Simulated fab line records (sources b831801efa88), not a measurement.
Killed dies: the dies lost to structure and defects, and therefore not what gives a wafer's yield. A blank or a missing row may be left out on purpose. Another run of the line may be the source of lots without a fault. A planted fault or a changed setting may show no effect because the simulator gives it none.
Code-filled problem report in 8D (eight disciplines) form | flow gf180mcu | the parts of the form that need people (team, actions taken, sign-off) are left out

== 1. PROBLEM STATEMENT ==
Mean SAB_CVD_00_THK at GF_SAB_THK_MEAS_01: 16.9 nm over 6 wafers in 2 lots; fault-free wafers: 50.1 nm, standard deviation 0.74. Measured from the usual mean, that is -45 standard deviations.
The first sign was on wafer L889.2 at day 21 03:05, on filmMetro-02. At this step, 39 wafers from 13 lots have a number in the record. By rule, "out" or "out of limits" means more than 4 standard deviations away from the usual mean. The other wafers with a number count as sound.

== 2. WHAT IT IS; WHAT IT IS NOT ==
question                    | is                         | is not
which readings at this step | SAB_CVD_00_THK             | -
which lots                  | L889, L890                 | L869, L870, L872, L873, L874, L876, L877, L878, L880, L891, L892
which wafers of those lots  | all that have a number     | -
read on which gauges        | filmMetro-02, filmMetro-03 | filmMetro-01
when                        | from day 21 03:05          | up to then (27 sound wafers); but 6 sound wafers of L891, L892 came after

== 3. WHAT RULES OUT EACH SUSPECT ==
Counting: a tool at a process step up to the reading stays a suspect if it ran every lot that is out and no sound lot after the first of them.
- the gauge at GF_SAB_THK_MEAS_01 has been ruled out. The wafers that are out were read on 2 gauges (filmMetro-02, filmMetro-03).
- pecvd-04 at GF_SAB_CVD_00 (deposits SiO2 from TEOS, target thk 50 nm, time 4.9302 s): kept. It ran every lot that is out, first L889 (day 21 03:03), and no sound lot after that; its last sound lot up to then is L880 (day 18 06:09).
The count leaves pecvd-04 at GF_SAB_CVD_00.

== 4. THE CAUSE (what the simulator had put in) ==
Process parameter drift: pecvd-04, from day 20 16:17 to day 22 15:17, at GF_SAB_CVD_00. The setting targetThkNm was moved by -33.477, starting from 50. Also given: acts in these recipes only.
After counting, this tool was the only one left.

== 5. THE EFFECT CHAIN, in route order ==
One row per reading whose mean, taken over the struck wafers that have a number, lies over 3 standard deviations from the usual. Scope: only readings with a usual standard deviation given in the record; hours: median across lots of the time from each lot's start at the first step in this table that gives one to its start at this step; sigmas: change in usual standard deviations.
hours | step               | reading        | usual   | on struck wafers | change | sigmas
0     | GF_SAB_THK_MEAS_01 | SAB_CVD_00_THK | 50.1 nm | 16.9             | -33.2  | -45
At these later measuring or inspecting steps, every struck wafer for which the step has a row has a number for every such reading, and none has moved that far: GF_SAB_CD_MEAS_09.

== 6. HOW IT WOULD HAVE BEEN CAUGHT EARLIER ==
Counted from the fault's start at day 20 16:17, it took 11 hours until the first out-of-limits reading at a measuring or inspecting step in this record, taken at day 21 03:05.
Tool readings at GF_SAB_CVD_00 with a usual standard deviation given in the record: none out on any struck wafer, hence no alarm at a limit of 4 standard deviations on them.
Among the 2 lots that are out, L890 began GF_SAB_CVD_00 on pecvd-04 after day 21 03:05. Holding the tool at that time would have saved it.
